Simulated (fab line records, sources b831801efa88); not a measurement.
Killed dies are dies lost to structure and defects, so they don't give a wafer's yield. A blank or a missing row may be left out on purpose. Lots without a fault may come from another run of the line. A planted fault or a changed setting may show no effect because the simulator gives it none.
Problem report in the 8D (eight disciplines) form, filled by code | flow gf180mcu | the parts of the form that need people (team, actions taken, sign-off) are left out

1. THE PROBLEM
TOP_METAL_ALCU_RS at GF_TOP_METAL_RS_MEAS_05 reads a mean of 0.0356 ohm/sq on 6 wafers of 2 lots; wafers without a fault read 0.0327 ohm/sq with a standard deviation of 0.0003. That is +9.8 standard deviations from the usual mean.
The step: measures by four-point-probe.
First seen on wafer L138.2, day 29 04:58, on film_metro-02. The record holds 30 wafers of 10 lots with a number at this step. Rule for "out", or "out of limits": more than 4 standard deviations from the usual mean. The other wafers with a number count as sound.

2. WHAT IT IS AND WHAT IT IS NOT
question                    | is                           | is not
which readings at this step | TOP_METAL_ALCU_RS            | -
which lots                  | L138, L139                   | L132, L134, L135, L136, L141, L148, L151, L154
which wafers of those lots  | all that have a number       | -
read on which gauges        | film_metro-02, film_metro-04 | film_metro-01
when                        | from day 29 04:58            | up to then (12 sound wafers); but 12 sound wafers of L141, L148, L151, L154 came after

3. SUSPECTS, AND WHAT RULES EACH OUT
Counting: a tool at a process step up to the reading stays a suspect if it ran every lot that is out and no sound lot after the first of them.
- the gauge at GF_TOP_METAL_RS_MEAS_05: ruled out. The wafers that are out were read on 2 gauges (film_metro-02, film_metro-04).
- pvd_sputter-01 at GF_TOP_METAL_SPUTTER_02 (material AlCu, target thk 900 nm, time 47.82 s): ruled out as a lasting fault. Sound lots L148, L151 ran on it after its first lot that is out, L138 (day 29 04:52).
Left after counting: nothing in the record.

4. THE CAUSE (what the simulator had put in)
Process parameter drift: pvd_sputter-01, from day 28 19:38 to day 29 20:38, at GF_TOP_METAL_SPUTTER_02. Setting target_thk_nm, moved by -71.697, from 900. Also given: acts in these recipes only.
Counting ruled it out, wrongly: the rule takes a fault to strike every lot that its tool runs from its start on, and this one did not.

5. THE CHAIN OF EFFECTS, in route order
Each row: a reading whose mean over the struck wafers that have a number lies more than 3 standard deviations from the usual. Only readings for which the record gives a usual standard deviation are gone through. hours: the time from each lot's start at the first step in this table that gives one to its start at this step, as a median over the lots. sigmas: the change in usual standard deviations.
hours | step                     | reading            | usual         | on struck wafers | change  | sigmas
0     | GF_TOP_METAL_RS_MEAS_05  | TOP_METAL_ALCU_RS  | 0.0327 ohm/sq | 0.0356           | +0.0029 | +9.8
3     | GF_TOP_METAL_THK_MEAS_06 | TOP_METAL_ALCU_THK | 901 nm        | 826              | -75     | -6.8

6. WHAT WOULD HAVE CAUGHT IT SOONER
In this record the first reading out of limits at a measuring or inspecting step was taken at day 29 04:58, 9 hours after the fault began at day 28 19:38.
Of the tool readings at GF_TOP_METAL_SPUTTER_02 for which the record gives a usual standard deviation, none was out on any struck wafer, so an alarm limit of 4 standard deviations on them would not have fired.
